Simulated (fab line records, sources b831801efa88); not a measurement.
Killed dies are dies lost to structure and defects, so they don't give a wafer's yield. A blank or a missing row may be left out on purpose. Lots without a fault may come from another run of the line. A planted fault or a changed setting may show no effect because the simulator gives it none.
A struck lot beside a sound one | flow sky130 | 25 steps out of a route of 708
Sound: wafers L861.2, L861.3, L861.6. Struck: wafers L865.4, L865.5, L865.6. The cause comes at the end.
At each step with rows: each side's tool, then ch and its chambers, then its first start. Under that, the readings that differ: sound wafers | struck wafers | difference of the means | sigmas: that difference in standard deviations of wafers without a fault.
alike: readings whose means differ by less than 2 such deviations, and words and numbers that are the same on both sides. not compared: withheld readings, readings that some wafer has no value for, bounds like >300 that may hide the same value, and numbers for which the record gives no deviation and whose values overlap.
The two part at a step that has a row with sigmas, a row that says differs or no value, or rows on one side only. Numbers that don't overlap but have no deviation are shown without sigmas and don't part them. A reading that every wafer of one side lacks parts them only if that side has two wafers or more.

first, 1 step without rows for these wafers: SKY_VIA2_SPUTTER_20 (material TiN, target thk 20 nm, time 80 s).
SKY_VIA2_CVD_21: deposits W, target thk 420 nm, time 126.4 s.
  sound on cvd_w-02 ch 0,1, day 41 10:23; struck on cvd_w-02 ch 0,1, day 42 14:59
  alike: heater_power_w
SKY_VIA2_RS_MEAS_22: measures by four-point-probe.
  sound on film_metro-02, day 41 10:32; struck on film_metro-01, day 42 15:08
  alike: VIA2_W_RS
SKY_VIA2_THK_MEAS_23: measures by xrf.
  sound on film_metro-02, day 41 10:39; struck on film_metro-01, day 42 15:14
  alike: VIA2_W_THK
then, 1 step without rows for these wafers: SKY_VIA2_CMP_24 (polishes, stops on SiO2, t overpolish 20 s, target thk 0 nm).
SKY_METAL3_SPUTTER_00: material Ti, target thk 15 nm, time 10 s.
  sound on pvd_sputter-01, day 41 11:00; struck on pvd_sputter-03, day 42 15:34
  alike: cathode_dc_power_W, chamber_pressure_pa, throttle_valve_pct
SKY_METAL3_SPUTTER_01: material TiN, target thk 20 nm, time 16.7 s.
  sound on pvd_sputter-01, day 41 11:01; struck on pvd_sputter-03, day 42 15:35
  alike: cathode_dc_power_W, chamber_pressure_pa, throttle_valve_pct
SKY_METAL3_SPUTTER_02: material AlCu, target thk 735 nm, time 39.1 s.
  sound on pvd_sputter-01, day 41 11:03; struck on pvd_sputter-03, day 42 15:36
  alike: cathode_dc_power_W, chamber_pressure_pa, throttle_valve_pct
then, 1 step without rows for these wafers: SKY_METAL3_SPUTTER_03 (material Ti, target thk 5 nm, time 3.3 s).
SKY_METAL3_SPUTTER_04: material TiN, target thk 70 nm, time 58.3 s.
  sound on pvd_sputter-01, day 41 11:06; struck on pvd_sputter-03, day 42 15:40
  alike: cathode_dc_power_W, chamber_pressure_pa, throttle_valve_pct
then, 1 step without rows for these wafers: SKY_CAPM_CVD_00 (deposits SiO2, target thk 15.5 nm).
SKY_CAPM_THK_MEAS_01:
  sound on film_metro-01, day 41 11:11; struck on film_metro-04, day 42 15:46
  reading              | sound             | struck            | difference | sigmas
  CAPM_CVD_00_THK (nm) | 15.07 15.00 15.53 | 15.57 15.60 15.90 | +0.49      | +2
SKY_CAPM_SPUTTER_02: material TiN, target thk 200 nm, time 166.7 s.
  sound on pvd_sputter-04, day 41 11:14; struck on pvd_sputter-04, day 42 15:47
  no value came back on the struck wafers for cathode_dc_power_W (W), chamber_pressure_pa (Pa), throttle_valve_pct (%); on the sound wafers cathode_dc_power_W (W) reads 6501.1 6501.4 6501.6
SKY_CAPM_RS_MEAS_03: measures by four-point-probe.
  sound on film_metro-04, day 41 11:22; struck on film_metro-04, day 42 15:58
  reading              | sound          | struck | difference                    | sigmas
  CAPM_TIN_RS (ohm/sq) | 6.95 6.87 6.96 | - - -  | no value on the struck wafers |
SKY_CAPM_THK_MEAS_04: measures by xrf.
  sound on film_metro-04, day 41 11:28; struck on film_metro-04, day 42 16:03
  reading           | sound             | struck         | difference | sigmas
  CAPM_TIN_THK (nm) | 202.3 204.8 202.2 | <0.0 <0.0 <0.0 | differs    |
then, 7 steps without rows for these wafers: SKY_CAPM_DEHYDRATE_05 (time 60 s); SKY_CAPM_HMDS_06 (prime time 60 s); SKY_CAPM_COAT_07 (resist thk 1140 nm); SKY_CAPM_SOFTBAKE_08 (time 60 s); SKY_CAPM_EXPOSE_09 (exposes mask CAPM, target cd 1000 nm); SKY_CAPM_PEB_10; SKY_CAPM_DEVELOP_11 (develop time 60 s).
SKY_CAPM_OVL_MEAS_12:
  sound on overlay-01, day 42 11:22; struck on overlay-02, day 43 15:07
  alike: CAPM_OVL
SKY_CAPM_METAL_ETCH_13: etches TiN in Cl2/BCl3, stops on SiO2, target depth 220 nm, time 62.9 s.
  sound on rie_metal-03 ch 0,1, day 42 11:24; struck on rie_metal-01 ch 0,1, day 43 15:10
  reading                | sound                | struck               | difference | sigmas
  oes_product_au (a.u.)  | 0.934 0.949 0.943    | 0.378 0.377 0.376    | -0.565     | -76
  throttle_valve_pct (%) | 21.910 21.910 21.909 | 22.263 22.282 22.262 | +0.359     | +36
  alike: drypump_motor_current_A, mfc_cl2_sccm
  not compared: rf_hours_counter_h
then, 1 step without rows for these wafers: SKY_CAPM_STRIP_14 (strips in O2/N2).

WHERE THEY PART
First at SKY_CAPM_THK_MEAS_01; last, within this record, at SKY_CAPM_METAL_ETCH_13.

WHY: what the simulator had put in
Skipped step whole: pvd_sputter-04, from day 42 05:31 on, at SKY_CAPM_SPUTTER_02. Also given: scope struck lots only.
